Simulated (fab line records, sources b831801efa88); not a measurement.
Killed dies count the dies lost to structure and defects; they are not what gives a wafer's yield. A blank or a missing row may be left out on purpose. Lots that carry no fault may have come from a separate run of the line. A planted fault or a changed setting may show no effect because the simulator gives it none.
fab line records + flow sky130
[record]
- lots = 12
- wafers = 36
- lastDay = 50
route steps=708 shown METAL3@536 METAL5@664 PASSIVATION@684 PAD_OPEN@708
lots that met no fault: from a run of the same line without faults
startH: hours from the record's opening day to when the first of the lot's shown wafers began + waitH: hours since the lot's step before + " as in the row above + L1.1+2: a single row standing in for several wafers + - value missing, or start not given + * or withheld: withheld + < > ~ a bound
route shown NAME@n: names a module that has steps shown in the file, with the first one's number in the route + usual: the fault-free wafers' mean and standard deviation + same: alike in all rows + chamber/n: place in a boat + sites: each site's reading + _std_site: their standard deviation + _edge_site: inner sites' mean taken away from outer sites' mean + radiusMm: for every site, how far away it sits from the centre of the wafer + mask NAME#n: copy n + behind: tool/chamber where the wafer was last shaped + hold: cause of the lot's hold/its duration in hours/its outcome + device: transistor that didn't switch, given as n, p or np + end of line: the same wafers' tests at the end of the route + step lacking rows: just its recipe + killed: not the wafer's yield, but the dies lost to structure and defects at the first sort + map: the dies of a wafer, with x for killed, . for not killed, _ for no die there
set.NAME: the setting that was run; set.NAME@STEP: the one run at that earlier step + model.NAME: the simulator's own value behind a step, which no gauge read
route steps across a sampled set of lots; one table per step, one row per wafer
services: from which hour (startH, from the record's first day; less than 0 if before it) a tool's chamber was out of use, for how many hours, and why
[[steps]]
[step SKY_METAL3_SPUTTER_04]
[recipe]
- material = TiN
- targetThkNm = 70
- powerW = 6500
- timeS = 58.3
- chamberPressurePa = 0.4
[usual]
- throttleValvePct = 29.6/1
| lot.wafer | tool          | chamber | startH  | waitH | throttleValvePct |
|-----------|---------------|---------|---------|-------|------------------|
| L958.1    | pvdSputter-04 | -       | 849.20  | 0.0   | 30.5             |
| L958.2    | "             | -       | "       | "     | 30.4             |
| L958.6    | "             | -       | "       | "     | 31.1             |
| L959.2    | pvdSputter-02 | -       | 853.99  | 0.0   | 28.2             |
| L959.3    | "             | -       | "       | "     | 29.1             |
| L959.6    | "             | -       | "       | "     | 29.2             |
| L962.1    | pvdSputter-04 | -       | 881.51  | 0.0   | 30.7             |
| L962.3    | "             | -       | "       | "     | 28.8             |
| L962.5    | "             | -       | "       | "     | 28.7             |
| L963.1    | pvdSputter-04 | -       | 895.00  | 0.0   | 30.2             |
| L963.4    | "             | -       | "       | "     | 30.4             |
| L963.6    | "             | -       | "       | "     | 28.4             |
| L964.1    | pvdSputter-04 | -       | 908.31  | 0.0   | 30.5             |
| L964.3    | "             | -       | "       | "     | 30.6             |
| L964.6    | "             | -       | "       | "     | 30.4             |
| L967.1    | pvdSputter-03 | -       | 919.65  | 0.0   | 29.4             |
| L967.2    | "             | -       | "       | "     | 30.0             |
| L967.6    | "             | -       | "       | "     | 29.9             |
| L971.1    | pvdSputter-04 | -       | 957.13  | 0.0   | 30.3             |
| L971.4    | "             | -       | "       | "     | 30.8             |
| L971.5    | "             | -       | "       | "     | 28.9             |
| L973.2    | pvdSputter-02 | -       | 966.29  | 0.0   | 29.0             |
| L973.3    | "             | -       | "       | "     | 29.6             |
| L973.5    | "             | -       | "       | "     | 28.2             |
| L975.1    | pvdSputter-02 | -       | 974.65  | 0.0   | 28.4             |
| L975.2    | "             | -       | "       | "     | 29.1             |
| L975.5    | "             | -       | "       | "     | 28.2             |
| L976.1    | pvdSputter-02 | -       | 984.69  | 0.0   | 28.1             |
| L976.4    | "             | -       | "       | "     | 28.3             |
| L976.6    | "             | -       | "       | "     | 28.0             |
| L979.1    | pvdSputter-03 | -       | 1010.46 | 0.0   | 30.2             |
| L979.2    | "             | -       | "       | "     | 29.4             |
| L979.6    | "             | -       | "       | "     | 28.5             |
| L980.1    | pvdSputter-02 | -       | 1025.48 | 0.0   | 29.3             |
| L980.3    | "             | -       | "       | "     | 28.5             |
| L980.5    | "             | -       | "       | "     | 28.4             |
[step SKY_METAL5_SPUTTER_03]
[recipe]
- material = Ti
- targetThkNm = 5
- powerW = 3000
- timeS = 3.3
- chamberPressurePa = 0.4
[usual]
- throttleValvePct = 29.6/1.2
| lot.wafer | tool          | chamber | startH  | waitH | throttleValvePct |
|-----------|---------------|---------|---------|-------|------------------|
| L958.1    | pvdSputter-01 | -       | 1007.97 | 0.0   | 32.1             |
| L958.2    | "             | -       | "       | "     | 31.4             |
| L958.6    | "             | -       | "       | "     | 28.3             |
| L959.2    | pvdSputter-02 | -       | 1010.95 | 0.0   | 29.0             |
| L959.3    | "             | -       | "       | "     | 29.4             |
| L959.6    | "             | -       | "       | "     | 28.6             |
| L962.1    | pvdSputter-04 | -       | 1034.57 | 0.0   | 30.4             |
| L962.3    | "             | -       | "       | "     | 30.9             |
| L962.5    | "             | -       | "       | "     | 30.2             |
| L963.1    | pvdSputter-01 | -       | 1045.42 | 0.0   | 32.0             |
| L963.4    | "             | -       | "       | "     | 32.2             |
| L963.6    | "             | -       | "       | "     | 29.2             |
| L964.1    | pvdSputter-01 | -       | 1059.25 | 0.0   | 31.2             |
| L964.3    | "             | -       | "       | "     | 32.1             |
| L964.6    | "             | -       | "       | "     | 29.2             |
| L967.1    | pvdSputter-01 | -       | 1067.69 | 0.0   | 31.0             |
| L967.2    | "             | -       | "       | "     | 28.2             |
| L967.6    | "             | -       | "       | "     | 28.1             |
| L971.1    | pvdSputter-04 | -       | 1099.66 | 0.0   | 30.9             |
| L971.4    | "             | -       | "       | "     | 28.9             |
| L971.5    | "             | -       | "       | "     | 30.6             |
| L973.2    | pvdSputter-01 | -       | 1108.30 | 0.0   | 28.2             |
| L973.3    | "             | -       | "       | "     | 30.9             |
| L973.5    | "             | -       | "       | "     | 28.0             |
| L975.1    | pvdSputter-04 | -       | 1114.16 | 0.0   | 28.6             |
| L975.2    | "             | -       | "       | "     | 30.8             |
| L975.5    | "             | -       | "       | "     | 30.2             |
| L976.1    | pvdSputter-02 | -       | 1122.52 | 0.0   | 29.1             |
| L976.4    | "             | -       | "       | "     | 28.3             |
| L976.6    | "             | -       | "       | "     | 29.4             |
| L979.1    | pvdSputter-04 | -       | 1144.47 | 0.0   | 28.7             |
| L979.2    | "             | -       | "       | "     | 30.5             |
| L979.6    | "             | -       | "       | "     | 31.0             |
| L980.1    | pvdSputter-04 | -       | 1155.86 | 0.0   | 28.7             |
| L980.3    | "             | -       | "       | "     | 30.9             |
| L980.5    | "             | -       | "       | "     | 30.5             |
[step SKY_PASSIVATION_THK_MEAS_03]
[recipe]
- reads = Si3N4_of_PASSIVATION_CVD_02
[usual]
- PASSIVATION_CVD_02_THK = 538/8.3
| lot.wafer | tool         | chamber | startH  | waitH | PASSIVATION_CVD_02_THK[nm] |
|-----------|--------------|---------|---------|-------|----------------------------|
| L958.1    | filmMetro-04 | -       | 1032.00 | -     | 544                        |
| L958.2    | "            | -       | "       | "     | 540                        |
| L958.6    | "            | -       | "       | "     | 544                        |
| L959.2    | filmMetro-04 | -       | 1034.60 | -     | 525                        |
| L959.3    | "            | -       | "       | "     | 520                        |
| L959.6    | "            | -       | "       | "     | 547                        |
| L962.1    | filmMetro-01 | -       | 1057.59 | -     | 526                        |
| L962.3    | "            | -       | "       | "     | 532                        |
| L962.5    | "            | -       | "       | "     | 552                        |
| L963.1    | filmMetro-04 | -       | 1068.78 | -     | 527                        |
| L963.4    | "            | -       | "       | "     | 536                        |
| L963.6    | "            | -       | "       | "     | 546                        |
| L964.1    | filmMetro-01 | -       | 1080.85 | -     | 533                        |
| L964.3    | "            | -       | "       | "     | 540                        |
| L964.6    | "            | -       | "       | "     | 540                        |
| L967.1    | filmMetro-04 | -       | 1089.75 | -     | 542                        |
| L967.2    | "            | -       | "       | "     | 541                        |
| L967.6    | "            | -       | "       | "     | 533                        |
| L971.1    | filmMetro-04 | -       | 1121.31 | -     | 525                        |
| L971.4    | "            | -       | "       | "     | 533                        |
| L971.5    | "            | -       | "       | "     | 532                        |
| L973.2    | filmMetro-04 | -       | 1129.98 | -     | 540                        |
| L973.3    | "            | -       | "       | "     | 524                        |
| L973.5    | "            | -       | "       | "     | 549                        |
| L975.1    | filmMetro-01 | -       | 1135.08 | -     | 545                        |
| L975.2    | "            | -       | "       | "     | 539                        |
| L975.5    | "            | -       | "       | "     | 544                        |
| L976.1    | filmMetro-01 | -       | 1143.33 | -     | 532                        |
| L976.4    | "            | -       | "       | "     | 540                        |
| L976.6    | "            | -       | "       | "     | 540                        |
| L979.1    | filmMetro-03 | -       | 1163.18 | -     | 536                        |
| L979.2    | "            | -       | "       | "     | 545                        |
| L979.6    | "            | -       | "       | "     | 546                        |
| L980.1    | filmMetro-03 | -       | 1174.40 | -     | 533                        |
| L980.3    | "            | -       | "       | "     | 546                        |
| L980.5    | "            | -       | "       | "     | 534                        |
[step SKY_PASSIVATION_STRIP_12]
[recipe]
- chemistry = O2/N2
- powerW = 1400
- pressureMtorr = 1500
- platenTempC = withheld
- overashFraction = 0.7
- o2FlowSccm = 3000
- n2FlowSccm = 300
[usual]
- drypumpMotorCurrentA = 5.7/0.46
- oesProductAu = 0.660/0.0042
- stripTimeToEndpointS = 31.44/0.14
| lot.wafer | tool           | chamber | startH  | waitH | drypumpMotorCurrentA | oesProductAu | rfHoursCounterH | stripTimeToEndpointS |
|-----------|----------------|---------|---------|-------|----------------------|--------------|-----------------|----------------------|
| L958.1    | plasmaAsher-03 | 1       | 1053.78 | 0.1   | 6.5                  | 0.660        | 96              | 31.63                |
| L958.2    | "              | 0       | "       | "     | 5.9                  | 0.665        | 96              | 31.68                |
| L958.6    | "              | 1       | "       | "     | 6.5                  | 0.665        | -               | 31.74                |
| L959.2    | plasmaAsher-03 | 1       | 1056.23 | 0.1   | 6.5                  | 0.660        | 96              | 31.43                |
| L959.3    | "              | 0       | "       | "     | 5.8                  | 0.666        | -               | 31.32                |
| L959.6    | "              | 0       | "       | "     | 5.8                  | 0.670        | -               | 31.59                |
| L962.1    | plasmaAsher-02 | 0       | 1079.43 | 0.1   | 5.8                  | 0.655        | 1               | 31.55                |
| L962.3    | "              | 0       | "       | "     | 5.8                  | 0.661        | -               | 31.57                |
| L962.5    | "              | 1       | "       | "     | 5.5                  | 0.667        | -               | 31.59                |
| L963.1    | plasmaAsher-02 | 0       | 1090.08 | 0.1   | 5.9                  | 0.664        | 2               | 31.63                |
| L963.4    | "              | 1       | "       | "     | 5.5                  | 0.650        | -               | 31.49                |
| L963.6    | "              | 0       | "       | "     | 5.9                  | 0.660        | -               | 31.42                |
| L964.1    | plasmaAsher-02 | 1       | 1101.52 | 0.1   | 5.5                  | 0.657        | 3               | 31.39                |
| L964.3    | "              | 0       | "       | "     | 5.8                  | 0.659        | -               | 31.37                |
| L964.6    | "              | 1       | "       | "     | 5.5                  | 0.667        | -               | 31.52                |
| L967.1    | plasmaAsher-02 | 0       | 1109.83 | 0.1   | 5.9                  | 0.658        | 4               | 31.41                |
| L967.2    | "              | 1       | "       | "     | 5.5                  | 0.666        | 4               | 31.64                |
| L967.6    | "              | 1       | "       | "     | 5.5                  | 0.651        | -               | 31.22                |
| L971.1    | plasmaAsher-03 | 1       | 1141.13 | 0.1   | 6.5                  | 0.665        | 105             | 31.43                |
| L971.4    | "              | 0       | "       | "     | 5.9                  | 0.661        | -               | 31.55                |
| L971.5    | "              | 1       | "       | "     | 6.5                  | 0.658        | -               | 31.55                |
| L973.2    | plasmaAsher-01 | 1       | 1148.33 | 0.1   | 5.2                  | 0.659        | 72              | 31.65                |
| L973.3    | "              | 0       | "       | "     | 5.3                  | 0.656        | -               | 31.48                |
| L973.5    | "              | 0       | "       | "     | 5.3                  | 0.658        | -               | 31.52                |
| L975.1    | plasmaAsher-03 | 0       | 1153.38 | 0.1   | 5.9                  | 0.659        | 107             | 31.40                |
| L975.2    | "              | 1       | "       | "     | 6.5                  | 0.658        | 107             | 31.28                |
| L975.5    | "              | 0       | "       | "     | 5.9                  | 0.662        | -               | 31.43                |
| L976.1    | plasmaAsher-02 | 0       | 1161.02 | 0.1   | 5.8                  | 0.663        | 6               | 31.32                |
| L976.4    | "              | 1       | "       | "     | 5.5                  | 0.660        | -               | 31.63                |
| L976.6    | "              | 0       | "       | "     | 5.9                  | 0.660        | -               | 31.47                |
| L979.1    | plasmaAsher-01 | 1       | 1179.82 | 0.1   | 5.2                  | 0.666        | 75              | 31.18                |
| L979.2    | "              | 0       | "       | "     | 5.2                  | 0.660        | 75              | 31.29                |
| L979.6    | "              | 1       | "       | "     | 5.1                  | 0.659        | -               | 31.18                |
| L980.1    | plasmaAsher-02 | 1       | 1190.33 | 0.1   | 5.5                  | 0.660        | 9               | 31.53                |
| L980.3    | "              | 1       | "       | "     | 5.5                  | 0.663        | -               | 31.53                |
| L980.5    | "              | 1       | "       | "     | 5.5                  | 0.658        | -               | 31.53                |
[step SKY_PAD_OPEN_PROBE_99]
[usual]
- defectLimitedYield = 82.5/1.9
- killed_at_M0_to_M3 = 42/6.9
- killed_at_M4_up = 3.2/1.7
- killedAtContacts = 25/5.1
- killedAtFrontEnd = 15/4.5
- killedAtOther = 0.4/0.63
- killedDies = 86/9.3
- killedOpen = 46/7
- killedShort = 39/6.9
- sort_bin_3_pad_short = 0.9/0.45
- sort_bin_5_function = 10.4/1.5
- sort_bin_6_memory = 6.3/1.1
- sortNPass = 406/9.3
- sortYieldPct = 82.5/1.9
[same]
- grossDies = 492
- killedAtBackSide = 0
- sort_bin_4_leakage[%] = 0
- sort_bin_8_speed[%] = 0
| lot.wafer | tool      | chamber | startH  | waitH | defectLimitedYield[%] | killed_at_M0_to_M3 | killed_at_M4_up | killedAtContacts | killedAtFrontEnd | killedAtOther | killedDies | killedOpen | killedShort | sort_bin_3_pad_short[%] | sort_bin_5_function[%] | sort_bin_6_memory[%] | sortNPass | sortYieldPct[%] |
|-----------|-----------|---------|---------|-------|-----------------------|--------------------|-----------------|------------------|------------------|---------------|------------|------------|-------------|-------------------------|------------------------|----------------------|-----------|-----------------|
| L959.2    | prober-02 | -       | 1079.73 | 0.1   | 83.3                  | 35                 | 2               | 32               | 13               | 0             | 82         | 51         | 29          | 0.4                     | 10.2                   | 6.1                  | 410       | 83.3            |
| L959.3    | prober-02 | -       | 1079.78 | 0.2   | 81.3                  | 47                 | 4               | 31               | 9                | 1             | 92         | 46         | 46          | 1.6                     | 10.4                   | 6.7                  | 400       | 81.3            |
| L959.6    | prober-02 | -       | 1079.93 | 0.2   | 82.9                  | 42                 | 3               | 25               | 14               | 0             | 84         | 53         | 29          | 0.2                     | 12.0                   | 4.9                  | 408       | 82.9            |
| L962.1    | prober-01 | -       | 1102.98 | 0.1   | 84.3                  | 34                 | 2               | 23               | 17               | 1             | 77         | 36         | 40          | 1.6                     | 9.8                    | 4.3                  | 415       | 84.3            |
| L962.3    | prober-01 | -       | 1103.08 | 0.2   | 83.5                  | 35                 | 6               | 20               | 19               | 1             | 81         | 45         | 35          | 0.4                     | 8.7                    | 7.3                  | 411       | 83.5            |
| L962.5    | prober-01 | -       | 1103.18 | 0.2   | 84.3                  | 37                 | 4               | 22               | 13               | 1             | 77         | 38         | 39          | 0.8                     | 8.9                    | 5.9                  | 415       | 84.3            |
| L971.1    | prober-01 | -       | 1161.53 | 0.1   | 81.7                  | 41                 | 3               | 28               | 18               | 0             | 90         | 46         | 44          | 0.8                     | 11.0                   | 6.5                  | 402       | 81.7            |
| L971.4    | prober-01 | -       | 1161.68 | 0.2   | 85.0                  | 36                 | 3               | 21               | 14               | 0             | 74         | 45         | 29          | 0.8                     | 10.0                   | 4.3                  | 418       | 85.0            |
| L971.5    | prober-01 | -       | 1161.73 | 0.2   | 70.9                  | 96                 | 3               | 31               | 13               | 0             | 143        | 38         | 34          | 4.1                     | 15.9                   | 9.1                  | 349       | 70.9            |
// killed by level:class
L959.2 LI_CONTACT:geometricParticle:open=12 CONTACT:geometricParticle:open=12 VIA1:geometricParticle:open=11 VIA1:geometricParticle:short=6 VIA3:geometricParticle:open=5 CONTACT:geometricParticle:short=4 METAL2:geometricParticle:short=3 VIA2:geometricParticle:open=3
L959.3 CONTACT:geometricParticle:open=11 VIA1:geometricParticle:open=11 LI_CONTACT:geometricParticle:open=10 VIA3:geometricParticle:short=8 METAL1:geometricParticle:short=7 METAL2:geometricParticle:short=6 CONTACT:geometricParticle:short=5 VIA3:geometricParticle:open=5
L959.6 CONTACT:geometricParticle:open=11 LI_CONTACT:geometricParticle:open=8 VIA1:geometricParticle:open=8 VIA3:geometricParticle:open=6 METAL1:geometricParticle:short=6 METAL2:geometricParticle:short=5 FIELD_ISO:geometricParticle:open=4 VIA1:geometricParticle:short=4
L962.1 VIA2:geometricParticle:open=7 LI_CONTACT:geometricParticle:open=7 CONTACT:geometricParticle:open=7 METAL1:geometricParticle:short=6 METAL2:geometricParticle:short=6 FIELD_ISO:geometricParticle:short=5 POLY_GATE:geometricParticle:short=5 VIA1:geometricParticle:open=5
L962.3 VIA3:geometricParticle:open=11 FIELD_ISO:geometricParticle:open=8 VIA1:geometricParticle:open=7 LI_CONTACT:geometricParticle:open=5 LI_CONTACT:geometricParticle:short=4 CONTACT:geometricParticle:open=4 METAL1:geometricParticle:short=4 VIA1:geometricParticle:short=4
L962.5 POLY_GATE:geometricParticle:short=7 LI_CONTACT:geometricParticle:open=7 VIA2:geometricParticle:open=7 VIA1:geometricParticle:open=7 CONTACT:geometricParticle:open=6 VIA3:geometricParticle:short=5 METAL2:geometricParticle:short=5 VIA3:geometricParticle:open=5
L971.1 CONTACT:geometricParticle:open=13 VIA1:geometricParticle:open=11 FIELD_ISO:geometricParticle:open=7 METAL2:geometricParticle:short=7 FIELD_ISO:geometricParticle:short=6 VIA1:geometricParticle:short=6 VIA2:geometricParticle:open=6 POLY_GATE:geometricParticle:short=4
L971.4 VIA2:geometricParticle:open=9 LI_CONTACT:geometricParticle:open=7 VIA3:geometricParticle:open=6 CONTACT:geometricParticle:open=6 FIELD_ISO:geometricParticle:open=5 VIA1:geometricParticle:short=5 POLY_GATE:geometricParticle:open=4 METAL1:geometricParticle:short=4
L971.5 METAL3:unspecified=71 CONTACT:geometricParticle:open=14 CONTACT:geometricParticle:short=8 FIELD_ISO:geometricParticle:short=7 VIA1:geometricParticle:open=6 LI_CONTACT:geometricParticle:open=5 VIA1:geometricParticle:short=5 VIA2:geometricParticle:open=4
[[services]]
| tool           | chamber | startH  | hours | kind                  |
|----------------|---------|---------|-------|-----------------------|
| plasmaAsher-01 | -       | 885.80  | 7.4   | repair                |
| pvdSputter-03  | -       | 893.67  | 2.5   | repair                |
| pvdSputter-04  | 1       | 895.05  | -     | consumableReplace:kit |
| pvdSputter-04  | 1       | 895.05  | 18.0  | scheduledDown         |
| pvdSputter-04  | 1       | 895.05  | 18.0  | ventCycle             |
| plasmaAsher-03 | -       | 911.56  | 3.2   | repair                |
| plasmaAsher-02 | -       | 929.95  | 3.3   | repair                |
| plasmaAsher-02 | -       | 954.02  | 2.8   | pm                    |
| plasmaAsher-03 | -       | 958.84  | 1.6   | repair                |
| plasmaAsher-03 | -       | 990.17  | 1.4   | repair                |
| pvdSputter-01  | -       | 1002.54 | 1.3   | repair                |
| plasmaAsher-02 | -       | 1010.55 | 5.3   | repair                |
| plasmaAsher-02 | -       | 1015.91 | 2.4   | repair                |
| plasmaAsher-02 | -       | 1046.43 | 1.7   | repair                |
| plasmaAsher-02 | -       | 1055.25 | 9.0   | pm                    |
| pvdSputter-02  | -       | 1064.29 | 6.9   | repair                |
| plasmaAsher-03 | -       | 1073.49 | 0.9   | repair                |
| pvdSputter-02  | -       | 1088.73 | 0.6   | repair                |
| pvdSputter-01  | -       | 1096.54 | 8.8   | repair                |
| plasmaAsher-02 | -       | 1115.58 | 29.2  | repair                |
| pvdSputter-02  | -       | 1149.42 | 7.1   | repair                |
| pvdSputter-02  | -       | 1166.20 | 3.6   | repair                |
| pvdSputter-04  | -       | 1187.65 | 6.3   | repair                |
| pvdSputter-04  | -       | 1188.32 | 3.9   | repair                |
[[key]]
[firstSign]
- step = SKY_PAD_OPEN_PROBE_99
- reading = killed_at_M0_to_M3
- direction = up
- sigmas = 7.7
- usual = 42
- struck = 96
[effect]
- step = SKY_PAD_OPEN_PROBE_99
- reading = sort_bin_3_pad_short
- direction = up
- sigmas = 7.1
- usual = 0.9
- struck = 4.1
metAt SKY_METAL3_SPUTTER_04
struckLots L971
struckWafers L971.5
notActingAt SKY_METAL5_SPUTTER_03,SKY_PASSIVATION_THK_MEAS_03,SKY_PASSIVATION_STRIP_12
onsetBetween 895.00 957.13
[fault]
- kind = chamberParticleSource
- tool = pvdSputter-04
- chamber = -
- onsetH = 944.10
- steps = SKY_METAL3_SPUTTER_04
- ratePerVisitCm2 = 1.5812
- endH = 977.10
- scope = struckWafersOnly
